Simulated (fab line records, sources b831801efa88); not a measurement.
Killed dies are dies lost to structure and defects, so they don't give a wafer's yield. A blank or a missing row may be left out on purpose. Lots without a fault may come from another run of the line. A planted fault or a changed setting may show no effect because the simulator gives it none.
fab line records | flow sky130 | part 2 of 2: steps 25 to 34 of 34
record lots=5 wafers=15 last_day=47
route steps=708 shown NWELL@63 PWDE@84 VT_ADJUST_HVTP@85 VT_ADJUST_LVTN@97
lots that met no fault: from a run of the same line without faults
start_h: hours from the record's first day to the start of the lot's first wafer shown | wait_h: hours since the lot's step before | " the same as in the row above | L1.1+2: a row that stands for several wafers | - no value, or no start given | * or withheld: withheld | < > ~ a bound
route shown NAME@n: a module of which the file shows steps, and the number in the route of the first | usual: mean/standard deviation of fault-free wafers | same: alike in all rows | chamber/n: place in a boat | sites: the reading at each site | _std_site: their standard deviation | _edge_site: outer sites' mean less inner sites' | radius_mm: how far each site lies from the wafer's centre | mask NAME#n: copy n | behind: the tool/chamber that last shaped the wafer | hold: why the lot was held/for how many hours/how that ended | device: the transistor (n, p or np) that didn't switch | end of line: the same wafers' tests at the end of the route | a step without rows: its recipe alone | killed: dies lost to structure and defects at the first sort, not the wafer's yield | map: a wafer's dies, x killed, . not, _ none there
set.NAME: the setting as run; set.NAME@STEP: as run at that earlier step | model.NAME: the simulator's own value behind a step, which no gauge read
lots at some steps of the route; a table a step, a row a wafer
services: from which hour (start_h, from the record's first day; less than 0 if before it) a tool's chamber was out of use, for how many hours, and why
## steps
# step SKY_VT_ADJUST_HVTP_SOFTBAKE_03
# recipe temp_c=90 time_s=60 resist=NOVOLAK
# usual exhaust_pa=45.1/0.97 heater_power_total_W=56.60/0.049
# columns lot.wafer tool chamber start_h wait_h exhaust_pa heater_power_total_W
L075.4 litho_track-02 0 114.33 0.1 46.9 56.63
L075.5 " 0 " " 47.7 56.64
L075.6 " 0 " " 48.6 56.61
L077.2 litho_track-04 0 127.39 0.1 44.2 56.65
L077.5 " 0 " " 45.3 56.53
L077.6 " 0 " " 43.9 56.67
L078.3 litho_track-02 0 133.51 0.1 45.0 56.59
L078.4 " 0 " " 45.9 56.66
L078.6 " 0 " " 45.1 56.60
L079.4 litho_track-02 0 139.38 0.1 44.8 56.64
L079.5 " 0 " " 44.7 56.63
L079.6 " 0 " " 45.1 56.62
L082.2 litho_track-03 0 176.54 0.1 44.9 56.68
L082.3 " 0 " " 45.2 56.51
L082.5 " 0 " " 46.0 56.57
# step SKY_VT_ADJUST_HVTP_EXPOSE_04
# recipe mask_id=HVTPM na=0.6 source_shape=conventional sigma_outer=0.6 polarization=unpolarized target_cd_nm=380 dose_mj=140
# columns lot.wafer tool chamber start_h wait_h mask
L075.4+5+6 iline_stepper-01 0 - - HVTPM#0
L077.2+5+6 iline_stepper-01 0 - - HVTPM#0
L078.3+4+6 iline_stepper-02 0 - - HVTPM#0
L079.4+5+6 iline_stepper-01 0 - - HVTPM#0
L082.2+3+5 iline_stepper-01 0 - - HVTPM#0
# step SKY_VT_ADJUST_HVTP_PEB_05
# recipe temp_c=withheld time_s=* resist=NOVOLAK
# usual exhaust_pa=44.9/0.94
# columns lot.wafer tool chamber start_h wait_h exhaust_pa
L075.4 litho_track-04 0 - - 44.9
L075.5 " 0 " " 44.7
L075.6 " 0 " " 45.5
L077.2 litho_track-04 0 - - 43.7
L077.5 " 0 " " 44.2
L077.6 " 0 " " 44.6
L078.3 litho_track-02 0 - - 45.9
L078.4 " 0 " " 44.7
L078.6 " 0 " " 44.3
L079.4 litho_track-03 0 - - 44.2
L079.5 " 0 " " 45.4
L079.6 " 0 " " 44.9
L082.2 litho_track-04 0 - - 44.3
L082.3 " 0 " " 42.5
L082.5 " 0 " " 44.9
# step SKY_VT_ADJUST_HVTP_DEVELOP_06
# recipe resist=NOVOLAK developer=TMAH develop_time_s=60 dev_temp_c=23
# usual exhaust_pa=45.1/0.92
# columns lot.wafer tool chamber start_h wait_h exhaust_pa
L075.4 litho_track-04 0 123.44 0.1 47.3
L075.5 " 0 " " 45.2
L075.6 " 0 " " 46.9
L077.2 litho_track-04 0 136.69 0.1 43.6
L077.5 " 0 " " 45.2
L077.6 " 0 " " 44.0
L078.3 litho_track-02 0 142.76 0.1 44.1
L078.4 " 0 " " 46.9
L078.6 " 0 " " 45.6
L079.4 litho_track-03 0 148.89 0.1 44.6
L079.5 " 0 " " 44.6
L079.6 " 0 " " 43.8
L082.2 litho_track-04 0 186.19 0.1 44.1
L082.3 " 0 " " 44.9
L082.5 " 0 " " 44.3
# step SKY_VT_ADJUST_HVTP_CD_MEAS_07
# recipe target_cd_nm=380
# usual cd_nm=379.5/2.7
# columns lot.wafer tool chamber start_h wait_h cd_nm
L075.4 cd_sem-01 - 123.57 0.1 379.4
L075.5 " - " " 378.8
L075.6 " - " " 381.7
L077.2 cd_sem-01 - 136.83 0.1 378.1
L077.5 " - " " 378.0
L077.6 " - " " 377.3
L078.3 cd_sem-01 - 142.90 0.1 380.0
L078.4 " - " " 379.0
L078.6 " - " " 379.6
L079.4 cd_sem-02 - 149.02 0.1 380.0
L079.5 " - " " 382.6
L079.6 " - " " 381.2
L082.2 cd_sem-01 - 186.33 0.1 376.9
L082.3 " - " " 377.2
L082.5 " - " " 378.2
# step SKY_VT_ADJUST_HVTP_OVL_MEAS_08
# usual VT_ADJUST_HVTP_OVL=-0.6/1.4
# columns lot.wafer tool chamber start_h wait_h VT_ADJUST_HVTP_OVL[nm]
L075.4 overlay-01 - 123.65 0.1 -1.7
L075.5 " - " " -0.8
L075.6 " - " " -1.8
L077.2 overlay-02 - 136.94 0.1 -0.2
L077.5 " - " " 1.2
L077.6 " - " " -0.3
L078.3 overlay-01 - 142.99 0.1 -2.3
L078.4 " - " " -0.8
L078.6 " - " " -1.8
L079.4 overlay-01 - 149.10 0.1 -1.8
L079.5 " - " " -0.9
L079.6 " - " " -0.5
L082.2 overlay-01 - 186.44 0.1 -1.4
L082.3 " - " " -2.9
L082.5 " - " " -2.0
# step SKY_VT_ADJUST_HVTP_IMPLANT_09
# recipe species=As energy_kev=150 dose_cm2=4.3e+12 tilt_deg=withheld
# usual dose_ions_cm2=4.3e+12/4.6e+09
# columns lot.wafer tool chamber start_h wait_h dose_ions_cm2
L075.4 implanter-02 0 123.74 0.1 4.304e+12
L075.5 " 0 " " 4.292e+12
L075.6 " 0 " " 4.299e+12
L077.2 implanter-02 0 136.99 0.0 4.301e+12
L077.5 " 0 " " 4.304e+12
L077.6 " 0 " " 4.293e+12
L078.3 implanter-02 0 143.06 0.1 4.296e+12
L078.4 " 0 " " 4.296e+12
L078.6 " 0 " " 4.299e+12
L079.4 implanter-01 0 149.19 0.1 4.296e+12
L079.5 " 0 " " 4.298e+12
L079.6 " 0 " " 4.299e+12
L082.2 implanter-01 0 186.49 0.0 4.297e+12
L082.3 " 0 " " 4.301e+12
L082.5 " 0 " " 4.301e+12
# step SKY_VT_ADJUST_HVTP_STRIP_10
# recipe chemistry=O2/N2 power_w=1400 pressure_mtorr=1500 platen_temp_c=withheld o2_flow_sccm=3000 n2_flow_sccm=300 overash_fraction=0.5
# usual drypump_motor_current_A=5.4/0.41 oes_product_au=0.716/0.0042 strip_time_to_endpoint_s=14.19/0.039
# columns lot.wafer tool chamber start_h wait_h drypump_motor_current_A oes_product_au rf_hours_counter_h strip_time_to_endpoint_s
L075.4 plasma_asher-04 0 123.85 0.1 5.2 0.715 - 14.19
L075.5 " 1 " " 4.7 0.720 - 14.22
L075.6 " 0 " " 5.2 0.719 - 14.20
L077.2 plasma_asher-04 1 137.12 0.1 4.7 0.720 2 14.16
L077.5 " 1 " " 4.7 0.714 - 14.15
L077.6 " 0 " " 5.2 0.712 - 14.13
L078.3 plasma_asher-04 1 143.19 0.1 4.7 0.708 - 14.25
L078.4 " 0 " " 5.2 0.707 - 14.26
L078.6 " 0 " " 5.2 0.704 - 14.22
L079.4 plasma_asher-04 0 149.30 0.1 5.2 0.715 - 14.22
L079.5 " 0 " " 5.2 0.715 - 14.24
L079.6 " 1 " " 4.7 0.713 - 14.25
L082.2 plasma_asher-04 1 186.62 0.1 4.7 0.718 8 14.16
L082.3 " 0 " " 5.2 0.717 - 14.16
L082.5 " 1 " " 4.7 0.717 - 14.13
# step SKY_VT_ADJUST_HVTP_TW_MEAS_11
# usual VT_ADJUST_HVTP_TW=1358/12
# columns lot.wafer tool chamber start_h wait_h VT_ADJUST_HVTP_TW
L075.4 film_metro-02 - 123.95 0.1 1352
L075.5 " - " " 1363
L075.6 " - " " 1354
L077.2 film_metro-03 - 137.23 0.1 1370
L077.5 " - " " 1374
L077.6 " - " " 1373
L078.3 film_metro-02 - 143.28 0.1 1356
L078.4 " - " " 1358
L078.6 " - " " 1351
L079.4 film_metro-01 - 149.40 0.1 1346
L079.5 " - " " 1345
L079.6 " - " " 1355
L082.2 film_metro-03 - 186.73 0.1 1377
L082.3 " - " " 1374
L082.5 " - " " 1387
# step SKY_VT_ADJUST_LVTN_DEHYDRATE_00
# recipe temp_c=200 time_s=60
# usual exhaust_pa=44.8/0.99 heater_power_total_W=160.37/0.12
# columns lot.wafer tool chamber start_h wait_h exhaust_pa heater_power_total_W
L075.4 litho_track-01 0 132.79 8.8 44.5 160.49
L075.5 " 0 " " 45.1 160.41
L075.6 " 0 " " 44.5 160.33
L077.2 litho_track-01 0 146.04 8.8 44.7 160.37
L077.5 " 0 " " 45.9 160.46
L077.6 " 0 " " 44.0 160.34
L078.3 litho_track-04 0 152.11 8.8 44.8 160.29
L078.4 " 0 " " 43.0 160.34
L078.6 " 0 " " 44.1 160.52
L079.4 litho_track-01 0 158.94 9.5 46.2 160.35
L079.5 " 0 " " 45.2 160.38
L079.6 " 0 " " 44.9 160.32
L082.2 litho_track-04 0 196.39 9.6 44.4 160.53
L082.3 " 0 " " 44.3 160.33
L082.5 " 0 " " 45.2 160.31
## services
# columns tool chamber start_h hours kind
plasma_asher-03 - 74.33 4.3 pm
implanter-01 - 78.10 0.6 repair
plasma_asher-03 - 90.21 12.5 repair
implanter-02 - 99.74 3.9 pm
implanter-02 - 105.01 6.7 repair
plasma_asher-04 - 108.75 9.0 pm
plasma_asher-04 0 108.75 9.0 vent_cycle
plasma_asher-04 1 108.75 9.0 vent_cycle
implanter-04 - 116.66 2.1 repair
plasma_asher-04 - 117.11 0.5 repair
plasma_asher-04 0 117.75 - clean
plasma_asher-04 1 117.75 - clean
implanter-01 - 119.32 6.8 repair
rtp_anneal-02 - 132.18 3.6 pm
iline_stepper-02 - 136.95 1.7 pm
iline_stepper-01 0 137.11 - calibration
iline_stepper-02 0 146.75 - calibration
wet_bench-03 - 158.71 3.4 repair
plasma_asher-01 - 164.04 0.8 repair
litho_track-02 - 180.47 - consumable_replace:filter
implanter-02 - 192.71 1.5 repair
